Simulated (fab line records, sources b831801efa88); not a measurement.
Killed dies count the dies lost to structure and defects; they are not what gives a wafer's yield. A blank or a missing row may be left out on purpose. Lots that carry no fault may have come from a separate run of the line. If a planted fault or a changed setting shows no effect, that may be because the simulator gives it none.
fab line records	flow sky130
record: lots: 12	wafers: 36	lastDay: 50
route steps=708 shown METAL4@599 METAL5@662 PAD_OPEN@708
lots with no fault: from the same line, run without faults
startH: start of the lot's first displayed wafer, in hours after the record's first day	waitH: hours elapsed since this lot's preceding step	" as in the row above	L1.1+2: a row that stands for several wafers	- no value, or no start given	* or withheld: withheld	< > ~ a bound
route shown NAME@n: names a module that has steps shown in the file, with the first one's number in the route	usual: mean/standard deviation taken from wafers without a fault	same: alike in all rows	chamber/n: place in a boat	sites: readings site by site	_std_site: the standard deviation of these	_edge_site: outer sites' mean less inner sites'	radiusMm: for every site, how far away it sits from the centre of the wafer	mask NAME#n: copy n	behind: the most recent tool/chamber to have shaped the wafer	hold: why the lot went on hold/how many hours it stayed there/how the hold came to an end	device: the n, p or np transistor that did not switch	end of line: tests of these same wafers at the route's end	step lacking rows: just its recipe	killed: dies lost to structure and defects at the first sort, not the wafer's yield	map: a wafer's dies, x killed, . not, _ none there
set.NAME: the run value of the setting; set.NAME@STEP: its run value at that earlier step	model.NAME: the simulator's own value behind a step, which no gauge read
steps of the route over a sample of lots; a table a step, a row a wafer
services: from which hour (startH, from the record's first day; less than 0 if before it) a tool's chamber was out of use, for how many hours, and why
== steps ==
step: SKY_METAL4_SPUTTER_01
recipe: material: TiN	targetThkNm: 20	powerW: 6500	timeS: 16.7	chamberPressurePa: 0.4
usual: throttleValvePct: 30.7/1
lot.wafer	tool	chamber	startH	waitH	throttleValvePct
L128.2	pvdSputter-02	-	923.32	0.0	30.5
L128.3	"	-	"	"	31.7
L128.5	"	-	"	"	29.3
L129.2	pvdSputter-02	-	950.72	0.0	29.3
L129.3	"	-	"	"	31.5
L129.4	"	-	"	"	31.9
L131.2	pvdSputter-02	-	952.47	0.0	31.6
L131.5	"	-	"	"	29.0
L131.6	"	-	"	"	32.1
L130.1	pvdSputter-01	-	953.08	0.0	30.4
L130.5	"	-	"	"	30.5
L130.6	"	-	"	"	30.4
L134.2	pvdSputter-01	-	970.64	0.0	30.1
L134.4	"	-	"	"	30.7
L134.6	"	-	"	"	32.6
L138.1	pvdSputter-02	-	1003.13	0.0	31.6
L138.2	"	-	"	"	29.2
L138.5	"	-	"	"	29.4
L139.1	pvdSputter-02	-	1011.32	0.0	31.7
L139.3	"	-	"	"	29.5
L139.6	"	-	"	"	32.0
L142.1	pvdSputter-01	-	1052.38	0.0	31.2
L142.5	"	-	"	"	32.5
L142.6	"	-	"	"	31.3
L146.4	pvdSputter-04	-	1056.06	0.0	31.0
L146.5	"	-	"	"	28.9
L146.6	"	-	"	"	30.1
L147.2	pvdSputter-01	-	1059.07	0.0	32.4
L147.3	"	-	"	"	31.5
L147.4	"	-	"	"	30.5
L150.1	pvdSputter-04	-	1089.19	0.0	29.0
L150.4	"	-	"	"	30.0
L150.5	"	-	"	"	30.5
L151.1	pvdSputter-04	-	1093.13	0.0	28.8
L151.2	"	-	"	"	31.3
L151.5	"	-	"	"	30.4
step: SKY_METAL5_SPUTTER_01
recipe: material: TiN	targetThkNm: 20	powerW: 6500	timeS: 16.7	chamberPressurePa: 0.4
usual: throttleValvePct: 30.6/1.1
lot.wafer	tool	chamber	startH	waitH	throttleValvePct
L128.2	pvdSputter-02	-	998.51	0.0	31.6
L128.3	"	-	"	"	30.0
L128.5	"	-	"	"	29.4
L129.2	pvdSputter-02	-	1023.95	0.0	30.0
L129.3	"	-	"	"	29.2
L129.4	"	-	"	"	31.8
L131.2	pvdSputter-01	-	1026.00	0.0	32.5
L131.5	"	-	"	"	30.3
L131.6	"	-	"	"	32.5
L130.1	pvdSputter-01	-	1027.31	0.0	30.7
L130.5	"	-	"	"	31.3
L130.6	"	-	"	"	32.5
L134.2	pvdSputter-02	-	1041.96	0.0	30.2
L134.4	"	-	"	"	32.0
L134.6	"	-	"	"	29.5
L138.1	pvdSputter-03	-	1072.71	0.0	30.8
L138.2	"	-	"	"	29.3
L138.5	"	-	"	"	29.2
L139.1	pvdSputter-02	-	1080.92	0.0	31.5
L139.3	"	-	"	"	32.1
L139.6	"	-	"	"	31.3
L142.1	pvdSputter-01	-	1116.82	0.0	30.7
L142.5	"	-	"	"	31.2
L142.6	"	-	"	"	32.4
L146.4	pvdSputter-02	-	1120.92	0.0	30.2
L146.5	"	-	"	"	30.3
L146.6	"	-	"	"	31.6
L147.2	pvdSputter-02	-	1125.12	0.0	32.4
L147.3	"	-	"	"	31.7
L147.4	"	-	"	"	29.4
L150.1	pvdSputter-02	-	1150.25	0.0	31.6
L150.4	"	-	"	"	30.0
L150.5	"	-	"	"	31.5
L151.1	pvdSputter-02	-	1153.95	0.0	30.2
L151.2	"	-	"	"	31.9
L151.5	"	-	"	"	30.0
step: SKY_METAL5_SPUTTER_04
recipe: material: TiN	targetThkNm: 70	powerW: 6500	timeS: 58.3	chamberPressurePa: 0.4
usual: throttleValvePct: 30.7/1.1
lot.wafer	tool	chamber	startH	waitH	throttleValvePct
L128.2	pvdSputter-02	-	998.60	0.0	31.5
L128.3	"	-	"	"	30.1
L128.5	"	-	"	"	29.4
L129.2	pvdSputter-02	-	1024.04	0.0	30.1
L129.3	"	-	"	"	29.4
L129.4	"	-	"	"	32.2
L131.2	pvdSputter-01	-	1026.09	0.0	32.5
L131.5	"	-	"	"	30.3
L131.6	"	-	"	"	32.4
L130.1	pvdSputter-01	-	1027.40	0.0	30.5
L130.5	"	-	"	"	31.0
L130.6	"	-	"	"	32.4
L134.2	pvdSputter-02	-	1042.05	0.0	30.0
L134.4	"	-	"	"	31.8
L134.6	"	-	"	"	29.3
L138.1	pvdSputter-03	-	1072.80	0.0	30.8
L138.2	"	-	"	"	29.4
L138.5	"	-	"	"	29.3
L139.1	pvdSputter-02	-	1081.01	0.0	31.5
L139.3	"	-	"	"	32.0
L139.6	"	-	"	"	31.4
L142.1	pvdSputter-01	-	1116.91	0.0	30.7
L142.5	"	-	"	"	31.1
L142.6	"	-	"	"	32.5
L146.4	pvdSputter-02	-	1121.02	0.0	30.2
L146.5	"	-	"	"	30.5
L146.6	"	-	"	"	31.9
L147.2	pvdSputter-02	-	1125.21	0.0	32.2
L147.3	"	-	"	"	31.6
L147.4	"	-	"	"	29.3
L150.1	pvdSputter-02	-	1150.34	0.0	31.3
L150.4	"	-	"	"	30.0
L150.5	"	-	"	"	31.8
L151.1	pvdSputter-02	-	1154.05	0.0	30.0
L151.2	"	-	"	"	31.9
L151.5	"	-	"	"	30.3
step: SKY_METAL5_RS_MEAS_05
recipe: thkMeasGauge: four-point-probe	reads: TiN_of_METAL5_SPUTTER_04+Ti_of_METAL5_SPUTTER_03+AlCu_of_METAL5_SPUTTER_02+TiN_of_METAL5_SPUTTER_01+Ti_of_METAL5_SPUTTER_00
usual: METAL5_ALCU_RS: 0.02706/0.00026
lot.wafer	tool	chamber	startH	waitH	METAL5_ALCU_RS[ohm/sq]
L128.2	filmMetro-04	-	998.67	0.0	0.02691
L128.3	"	-	"	"	0.02709
L128.5	"	-	"	"	0.02724
L129.2	filmMetro-04	-	1024.11	0.0	0.02698
L129.3	"	-	"	"	0.02705
L129.4	"	-	"	"	0.02705
L131.2	filmMetro-01	-	1026.16	0.0	0.02708
L131.5	"	-	"	"	0.02726
L131.6	"	-	"	"	0.02737
L130.1	filmMetro-04	-	1027.45	0.0	0.02715
L130.5	"	-	"	"	0.02702
L130.6	"	-	"	"	0.02724
L134.2	filmMetro-04	-	1042.12	0.0	0.02718
L134.4	"	-	"	"	0.02726
L134.6	"	-	"	"	0.02741
L138.1	filmMetro-01	-	1072.85	0.0	0.02664
L138.2	"	-	"	"	0.02624
L138.5	"	-	"	"	0.0266
L139.1	filmMetro-01	-	1081.06	0.0	0.02693
L139.3	"	-	"	"	0.0268
L139.6	"	-	"	"	0.02705
L142.1	filmMetro-01	-	1116.96	0.0	0.02715
L142.5	"	-	"	"	0.02708
L142.6	"	-	"	"	0.0269
L146.4	filmMetro-03	-	1121.12	0.1	0.02709
L146.5	"	-	"	"	0.02703
L146.6	"	-	"	"	0.02727
L147.2	filmMetro-01	-	1125.28	0.0	0.02731
L147.3	"	-	"	"	0.02737
L147.4	"	-	"	"	0.02737
L150.1	filmMetro-01	-	1150.39	0.0	0.02702
L150.4	"	-	"	"	0.02688
L150.5	"	-	"	"	0.02719
L151.1	filmMetro-01	-	1154.10	0.0	0.02676
L151.2	"	-	"	"	0.02695
L151.5	"	-	"	"	0.02674
step: SKY_PAD_OPEN_PROBE_99
usual: defectLimitedYield: 82.5/2.1	killed_at_M0_to_M3: 43/6.8	killed_at_M4_up: 3.2/1.7	killedAtContacts: 24/5.6	killedAtFrontEnd: 15/4.7	killedAtOther: 0.3/0.59	killedDies: 86/10	killedOpen: 47/6.8	killedShort: 39/6.4	sort_bin_3_pad_short: 0.9/0.42	sort_bin_5_function: 10.5/1.6	sort_bin_6_memory: 6.2/1.1	sortNPass: 406/10	sortYieldPct: 82.5/2.1
same: grossDies: 492	killedAtBackSide: 0	sort_bin_4_leakage[%]: 0	sort_bin_8_speed[%]: 0
lot.wafer	tool	chamber	startH	waitH	hold	defectLimitedYield[%]	killed_at_M0_to_M3	killed_at_M4_up	killedAtContacts	killedAtFrontEnd	killedAtOther	killedDies	killedOpen	killedShort	sort_bin_3_pad_short[%]	sort_bin_5_function[%]	sort_bin_6_memory[%]	sortNPass	sortYieldPct[%]
L128.2	prober-02	-	1068.17	0.1	-	82.1	43	6	24	15	0	88	52	35	0.6	9.3	7.9	404	82.1
L128.3	prober-02	-	1068.22	0.2	-	81.9	37	3	36	13	0	89	48	40	1.2	9.8	7.1	403	81.9
L128.5	prober-02	-	1068.32	0.2	-	79.5	58	3	22	17	1	101	56	45	1.6	11.6	7.3	391	79.5
L129.2	prober-01	-	1091.81	0.1	-	84.3	40	5	15	17	0	77	40	37	0	10.4	5.3	415	84.3
L129.3	prober-01	-	1091.86	0.2	-	82.7	43	3	20	18	1	85	49	36	0.8	10.4	6.1	407	82.7
L129.4	prober-01	-	1091.91	0.2	-	84.6	39	3	19	15	0	76	47	28	0.8	10.4	4.3	416	84.6
L131.2	prober-02	-	1093.95	0.1	-	83.3	44	3	23	12	0	82	49	33	0.4	9.8	6.5	410	83.3
L131.5	prober-02	-	1094.10	0.2	-	77.6	48	7	40	15	0	110	70	40	0.4	13.4	8.5	382	77.6
L131.6	prober-02	-	1094.15	0.2	-	81.5	43	3	24	21	0	91	44	46	1.4	11.0	6.1	401	81.5
L130.1	prober-01	-	1096.90	0.1	-	84.1	36	3	27	12	0	78	41	37	0.6	9.8	5.5	414	84.1
L130.5	prober-01	-	1097.10	0.2	-	79.9	42	4	28	24	1	99	50	47	1.2	12.4	6.5	393	79.9
L130.6	prober-01	-	1097.15	0.2	-	81.7	49	1	25	15	0	90	44	46	1.8	12.0	4.5	402	81.7
L134.2	prober-02	-	1107.32	0.1	-	83.1	40	3	22	17	1	83	47	35	0.6	10.4	5.9	409	83.1
L134.4	prober-02	-	1107.42	0.2	-	83.1	36	1	24	21	1	83	46	37	0.6	9.8	6.5	409	83.1
L134.6	prober-02	-	1107.52	0.2	-	84.6	44	2	17	13	0	76	35	41	0.8	9.3	5.3	416	84.6
L138.1	prober-02	-	1135.69	0.1	awaitDispo/2.0h/release	70.7	44	66	23	11	0	144	43	37	3.0	19.3	6.9	348	70.7
L138.2	prober-02	-	1135.74	0.1	awaitDispo/2.0h/release	78.7	35	30	24	15	1	105	47	32	2.4	11.4	7.5	387	78.7
L138.5	prober-02	-	1135.89	0.2	awaitDispo/2.0h/release	78.5	36	22	30	18	0	106	44	39	2.8	13.2	5.5	386	78.5
L139.1	prober-01	-	1144.31	0.1	awaitDispo/0.9h/release	72.2	47	66	11	13	0	137	36	37	4.1	16.3	7.5	355	72.2
L139.3	prober-01	-	1144.41	0.2	awaitDispo/0.9h/release	74.6	55	29	23	18	0	125	51	50	2.0	15.4	7.9	367	74.6
L139.6	prober-01	-	1144.56	0.2	awaitDispo/0.9h/release	73.4	38	65	16	12	0	131	41	30	2.6	17.1	6.9	361	73.4
L142.1	prober-01	-	1173.53	0.1	-	80.5	41	0	36	17	2	96	50	46	0.8	13.0	5.7	396	80.5
L142.5	prober-01	-	1173.73	0.2	-	82.7	48	0	20	17	0	85	43	42	0.8	9.3	7.1	407	82.7
L142.6	prober-01	-	1173.78	0.2	-	82.7	43	5	25	12	0	85	44	41	0.8	12.0	4.5	407	82.7
L146.4	prober-02	-	1180.71	0.2	-	83.9	37	1	25	16	0	79	42	37	0.6	8.9	6.5	413	83.9
L146.5	prober-02	-	1180.76	0.2	-	83.5	45	1	24	11	0	81	41	40	0.4	10.8	5.3	411	83.5
L146.6	prober-02	-	1180.81	0.2	-	87.2	31	1	21	10	0	63	29	34	0.4	7.3	5.1	429	87.2
L147.2	prober-01	-	1183.61	0.1	-	82.9	51	3	19	11	0	84	46	38	0.6	10.8	5.7	408	82.9
L147.3	prober-01	-	1183.66	0.2	-	79.1	41	7	35	19	1	103	53	50	0.2	11.8	8.9	389	79.1
L147.4	prober-01	-	1183.71	0.2	-	79.7	50	4	30	16	0	100	48	52	1.0	12.8	6.5	392	79.7
L150.1	prober-01	-	1204.60	0.1	-	82.3	43	2	25	17	0	87	46	40	0.4	11.4	5.9	405	82.3
L150.4	prober-01	-	1204.75	0.2	-	82.9	42	2	24	16	0	84	52	31	0.2	12.0	4.9	408	82.9
L150.5	prober-01	-	1204.80	0.2	-	82.5	44	3	22	17	0	86	44	42	0.4	10.8	6.3	406	82.5
L151.1	prober-01	-	1206.46	0.1	-	78.3	48	6	29	23	1	107	50	57	1.4	12.6	7.7	385	78.3
L151.2	prober-01	-	1206.51	0.1	-	83.3	43	7	13	19	0	82	50	32	0.4	11.2	5.1	410	83.3
L151.5	prober-01	-	1206.66	0.2	-	82.9	39	4	16	25	0	84	44	40	1.2	9.8	6.1	408	82.9
killed by level:class
L128.2 VIA1:geometricParticle:open=12 VIA2:geometricParticle:open=8 LI_CONTACT:geometricParticle:open=7 CONTACT:geometricParticle:open=6 CONTACT:geometricParticle:short=5 METAL2:geometricParticle:short=5 VIA3:geometricParticle:open=5 METAL4:geometricParticle:short=5
L128.3 VIA1:geometricParticle:open=13 CONTACT:geometricParticle:open=12 LI_CONTACT:geometricParticle:open=8 CONTACT:geometricParticle:short=7 LOCAL_INTERCONNECT:geometricParticle:short=5 FIELD_ISO:geometricParticle:open=4 LI_CONTACT:geometricParticle:short=4 VIA3:geometricParticle:short=4
L128.5 VIA1:geometricParticle:open=11 VIA3:geometricParticle:open=8 CONTACT:geometricParticle:open=8 METAL2:geometricParticle:short=7 METAL1:geometricParticle:short=7 VIA2:geometricParticle:open=7 FIELD_ISO:geometricParticle:open=5 LI_CONTACT:geometricParticle:open=4
L129.2 CONTACT:geometricParticle:open=9 VIA2:geometricParticle:open=8 FIELD_ISO:geometricParticle:short=7 VIA1:geometricParticle:open=6 METAL2:geometricParticle:short=5 POLY_GATE:geometricParticle:short=5 VIA3:geometricParticle:open=5 LI_CONTACT:geometricParticle:open=5
L129.3 VIA1:geometricParticle:short=8 VIA1:geometricParticle:open=8 VIA2:geometricParticle:open=8 LI_CONTACT:geometricParticle:open=7 METAL2:geometricParticle:short=6 VIA3:geometricParticle:open=6 FIELD_ISO:geometricParticle:open=5 SPACER:geometricParticle:open=4
L129.4 VIA1:geometricParticle:open=10 FIELD_ISO:geometricParticle:open=9 CONTACT:geometricParticle:open=8 VIA2:geometricParticle:open=6 VIA3:geometricParticle:open=6 VIA1:geometricParticle:short=5 METAL2:geometricParticle:short=5 LI_CONTACT:geometricParticle:open=4
L131.2 CONTACT:geometricParticle:open=14 VIA3:geometricParticle:open=10 VIA1:geometricParticle:open=7 VIA2:geometricParticle:open=7 METAL1:geometricParticle:short=5 SPACER:geometricParticle:short=4 VIA1:geometricParticle:short=4 METAL2:geometricParticle:short=4
L131.5 LI_CONTACT:geometricParticle:open=14 VIA2:geometricParticle:open=13 CONTACT:geometricParticle:open=12 VIA1:geometricParticle:open=8 METAL1:geometricParticle:short=6 VIA3:geometricParticle:open=6 LI_CONTACT:geometricParticle:short=5 POLY_GATE:geometricParticle:short=4
L131.6 VIA2:geometricParticle:open=10 LI_CONTACT:geometricParticle:open=8 CONTACT:geometricParticle:open=8 POLY_GATE:geometricParticle:short=6 VIA1:geometricParticle:short=6 VIA1:geometricParticle:open=6 METAL2:geometricParticle:short=6 METAL1:geometricParticle:short=5
L130.1 LI_CONTACT:geometricParticle:open=12 CONTACT:geometricParticle:open=6 METAL2:geometricParticle:short=6 VIA1:geometricParticle:open=6 FIELD_ISO:geometricParticle:short=5 VIA2:geometricParticle:short=4 VIA2:geometricParticle:open=4 VIA3:geometricParticle:open=4
L130.5 VIA1:geometricParticle:open=11 VIA3:geometricParticle:open=8 CONTACT:geometricParticle:open=7 FIELD_ISO:geometricParticle:short=5 LI_CONTACT:geometricParticle:open=5 LI_CONTACT:geometricParticle:short=5 CONTACT:geometricParticle:short=5 POLY_GATE:geometricParticle:short=4
L130.6 LI_CONTACT:geometricParticle:open=10 VIA2:geometricParticle:open=9 METAL3:geometricParticle:short=7 VIA2:geometricParticle:short=6 CONTACT:geometricParticle:short=5 CONTACT:geometricParticle:open=5 VIA1:geometricParticle:open=5 METAL2:geometricParticle:short=5
L134.2 CONTACT:geometricParticle:open=11 VIA3:geometricParticle:open=9 VIA2:geometricParticle:open=8 VIA1:geometricParticle:open=7 CONTACT:geometricParticle:short=6 FIELD_ISO:geometricParticle:open=4 FIELD_ISO:geometricParticle:short=4 METAL3:geometricParticle:short=4
L134.4 CONTACT:geometricParticle:open=11 FIELD_ISO:geometricParticle:short=9 VIA1:geometricParticle:open=9 LI_CONTACT:geometricParticle:open=6 VIA1:geometricParticle:short=5 METAL2:geometricParticle:short=5 FIELD_ISO:geometricParticle:open=4 POLY_GATE:geometricParticle:open=4
L134.6 VIA1:geometricParticle:open=9 METAL1:geometricParticle:short=8 CONTACT:geometricParticle:open=6 VIA1:geometricParticle:short=6 FIELD_ISO:geometricParticle:short=5 METAL3:geometricParticle:short=5 LI_CONTACT:geometricParticle:open=5 FIELD_ISO:geometricParticle:open=4
L138.1 METAL4:unspecified=64 LI_CONTACT:geometricParticle:open=9 VIA1:geometricParticle:open=9 METAL1:geometricParticle:short=8 CONTACT:geometricParticle:open=7 METAL2:geometricParticle:short=5 VIA2:geometricParticle:open=5 LI_CONTACT:geometricParticle:short=4
L138.2 METAL4:unspecified=26 POLY_GATE:geometricParticle:open=6 LI_CONTACT:geometricParticle:open=6 VIA1:geometricParticle:open=6 VIA2:geometricParticle:open=6 VIA3:geometricParticle:open=5 CONTACT:geometricParticle:open=5 METAL1:geometricParticle:short=4
L138.5 METAL4:unspecified=22 LI_CONTACT:geometricParticle:open=11 CONTACT:geometricParticle:open=11 VIA1:geometricParticle:short=8 VIA3:geometricParticle:open=6 POLY_GATE:geometricParticle:short=5 VIA2:geometricParticle:open=5 SPACER:geometricParticle:short=4
L139.1 METAL4:unspecified=63 VIA1:geometricParticle:open=14 METAL1:geometricParticle:short=6 METAL2:geometricParticle:short=6 VIA2:geometricParticle:open=6 METAL3:geometricParticle:short=4 VIA3:geometricParticle:short=4 FIELD_ISO:geometricParticle:open=3
L139.3 METAL4:unspecified=24 VIA1:geometricParticle:open=11 VIA3:geometricParticle:open=10 LI_CONTACT:geometricParticle:open=8 CONTACT:geometricParticle:open=8 METAL1:geometricParticle:short=8 POLY_GATE:geometricParticle:short=7 VIA1:geometricParticle:short=7
L139.6 METAL4:unspecified=60 VIA3:geometricParticle:open=8 METAL1:geometricParticle:short=6 VIA1:geometricParticle:open=6 VIA2:geometricParticle:open=6 POLY_GATE:geometricParticle:open=5 LI_CONTACT:geometricParticle:open=5 CONTACT:geometricParticle:open=5
L142.1 METAL2:geometricParticle:short=11 CONTACT:geometricParticle:open=11 LI_CONTACT:geometricParticle:open=9 CONTACT:geometricParticle:short=7 VIA1:geometricParticle:open=7 VIA1:geometricParticle:short=6 LOCAL_INTERCONNECT:geometricParticle:short=5 FIELD_ISO:geometricParticle:open=4
L142.5 VIA1:geometricParticle:open=12 METAL1:geometricParticle:short=7 METAL2:geometricParticle:short=7 FIELD_ISO:geometricParticle:open=5 CONTACT:geometricParticle:open=5 VIA1:geometricParticle:short=5 VIA3:geometricParticle:short=4 LOCAL_INTERCONNECT:geometricParticle:short=4
L142.6 VIA1:geometricParticle:open=9 VIA1:geometricParticle:short=8 CONTACT:geometricParticle:open=7 LI_CONTACT:geometricParticle:open=6 METAL1:geometricParticle:short=5 METAL2:geometricParticle:short=5 VIA2:geometricParticle:open=5 CONTACT:geometricParticle:short=4
L146.4 CONTACT:geometricParticle:open=10 LOCAL_INTERCONNECT:geometricParticle:short=6 VIA1:geometricParticle:open=6 VIA2:geometricParticle:open=6 VIA3:geometricParticle:open=6 METAL2:geometricParticle:short=5 FIELD_ISO:geometricParticle:short=4 POLY_GATE:geometricParticle:open=4
L146.5 METAL2:geometricParticle:short=10 VIA3:geometricParticle:open=9 CONTACT:geometricParticle:open=8 LI_CONTACT:geometricParticle:open=7 LOCAL_INTERCONNECT:geometricParticle:short=6 VIA1:geometricParticle:open=5 VIA1:geometricParticle:short=5 METAL1:geometricParticle:short=4
L146.6 METAL2:geometricParticle:short=11 LOCAL_INTERCONNECT:geometricParticle:short=7 CONTACT:geometricParticle:open=7 LI_CONTACT:geometricParticle:open=6 METAL1:geometricParticle:short=6 VIA3:geometricParticle:open=6 POLY_GATE:geometricParticle:open=3 VIA1:geometricParticle:short=3
L147.2 VIA1:geometricParticle:open=13 CONTACT:geometricParticle:short=7 METAL2:geometricParticle:short=7 CONTACT:geometricParticle:open=6 VIA2:geometricParticle:open=6 VIA3:geometricParticle:open=6 FIELD_ISO:geometricParticle:open=4 VIA1:geometricParticle:short=4
L147.3 LI_CONTACT:geometricParticle:open=13 CONTACT:geometricParticle:open=12 FIELD_ISO:geometricParticle:short=8 VIA1:geometricParticle:open=5 VIA1:geometricParticle:short=5 VIA2:geometricParticle:open=5 METAL2:geometricParticle:short=5 VIA3:geometricParticle:open=5
L147.4 VIA1:geometricParticle:short=12 CONTACT:geometricParticle:open=8 VIA2:geometricParticle:open=8 LOCAL_INTERCONNECT:geometricParticle:short=7 VIA3:geometricParticle:open=7 FIELD_ISO:geometricParticle:short=6 LI_CONTACT:geometricParticle:open=6 METAL1:geometricParticle:short=6
L150.1 VIA1:geometricParticle:open=10 VIA3:geometricParticle:open=8 CONTACT:geometricParticle:short=8 LI_CONTACT:geometricParticle:open=7 CONTACT:geometricParticle:open=7 VIA1:geometricParticle:short=6 FIELD_ISO:geometricParticle:open=5 SPACER:geometricParticle:open=4
L150.4 FIELD_ISO:geometricParticle:open=9 VIA1:geometricParticle:open=9 LI_CONTACT:geometricParticle:open=7 METAL1:geometricParticle:short=7 CONTACT:geometricParticle:open=6 VIA2:geometricParticle:open=6 VIA3:geometricParticle:open=5 FIELD_ISO:geometricParticle:short=4
L150.5 VIA1:geometricParticle:open=14 METAL1:geometricParticle:short=9 LI_CONTACT:geometricParticle:open=7 LOCAL_INTERCONNECT:geometricParticle:short=6 VIA2:geometricParticle:open=6 FIELD_ISO:geometricParticle:short=4 FIELD_ISO:geometricParticle:open=3 POLY_GATE:geometricParticle:short=3
L151.1 VIA1:geometricParticle:open=11 CONTACT:geometricParticle:open=11 FIELD_ISO:geometricParticle:open=8 METAL2:geometricParticle:short=8 CONTACT:geometricParticle:short=8 LI_CONTACT:geometricParticle:open=6 VIA3:geometricParticle:short=6 METAL4:geometricParticle:short=6
L151.2 VIA1:geometricParticle:open=10 VIA3:geometricParticle:open=8 FIELD_ISO:geometricParticle:short=6 LI_CONTACT:geometricParticle:open=6 METAL2:geometricParticle:short=6 VIA2:geometricParticle:open=5 FIELD_ISO:geometricParticle:open=4 CONTACT:geometricParticle:short=4
L151.5 FIELD_ISO:geometricParticle:short=15 VIA1:geometricParticle:open=12 VIA3:geometricParticle:open=8 CONTACT:geometricParticle:open=7 FIELD_ISO:geometricParticle:open=6 METAL1:geometricParticle:short=5 METAL4:geometricParticle:short=3 LOCAL_INTERCONNECT:geometricParticle:short=3
== services ==
tool	chamber	startH	hours	kind
pvdSputter-02	-	961.41	1.0	repair
pvdSputter-04	2	995.46	-	consumableReplace:kit
pvdSputter-04	2	995.46	18.0	scheduledDown
pvdSputter-04	2	995.46	18.0	ventCycle
pvdSputter-04	-	1003.23	9.5	repair
pvdSputter-02	1	1024.09	-	consumableReplace:kit
pvdSputter-02	1	1024.09	18.0	scheduledDown
pvdSputter-02	1	1024.09	18.0	ventCycle
pvdSputter-04	-	1027.26	2.3	repair
pvdSputter-04	-	1042.01	5.0	repair
pvdSputter-03	0	1042.15	-	consumableReplace:kit
pvdSputter-03	0	1042.15	18.0	scheduledDown
pvdSputter-03	0	1042.15	18.0	ventCycle
pvdSputter-03	-	1059.42	3.0	repair
pvdSputter-04	-	1094.98	1.6	repair
pvdSputter-02	-	1108.06	4.8	repair
pvdSputter-03	-	1113.77	1.7	repair
pvdSputter-02	0	1121.06	-	consumableReplace:kit
pvdSputter-02	0	1121.06	18.0	scheduledDown
pvdSputter-02	0	1121.06	18.0	ventCycle
pvdSputter-04	1	1128.32	-	consumableReplace:kit
pvdSputter-04	1	1128.32	18.0	scheduledDown
pvdSputter-04	1	1128.32	18.0	ventCycle
pvdSputter-03	3	1146.33	-	consumableReplace:kit
== key ==
firstSign: step: SKY_PAD_OPEN_PROBE_99	reading: killed_at_M4_up	direction: up	sigmas: 25	usual: 3.2	struck: 46.3
effect: step: SKY_PAD_OPEN_PROBE_99	reading: sort_bin_3_pad_short	direction: up	sigmas: 4.7	usual: 0.9	struck: 2.8
metAt SKY_METAL4_SPUTTER_01
struckLots L138,L139
notActingAt SKY_METAL5_SPUTTER_01,SKY_METAL5_SPUTTER_04,SKY_METAL5_RS_MEAS_05
onsetBetween 952.47 1003.13
fault: kind: chamberParticleSource	tool: pvdSputter-02	chamber: -	onsetH: 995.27	steps: SKY_METAL4_SPUTTER_01	ratePerVisitCm2: 1.2114	endH: 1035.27
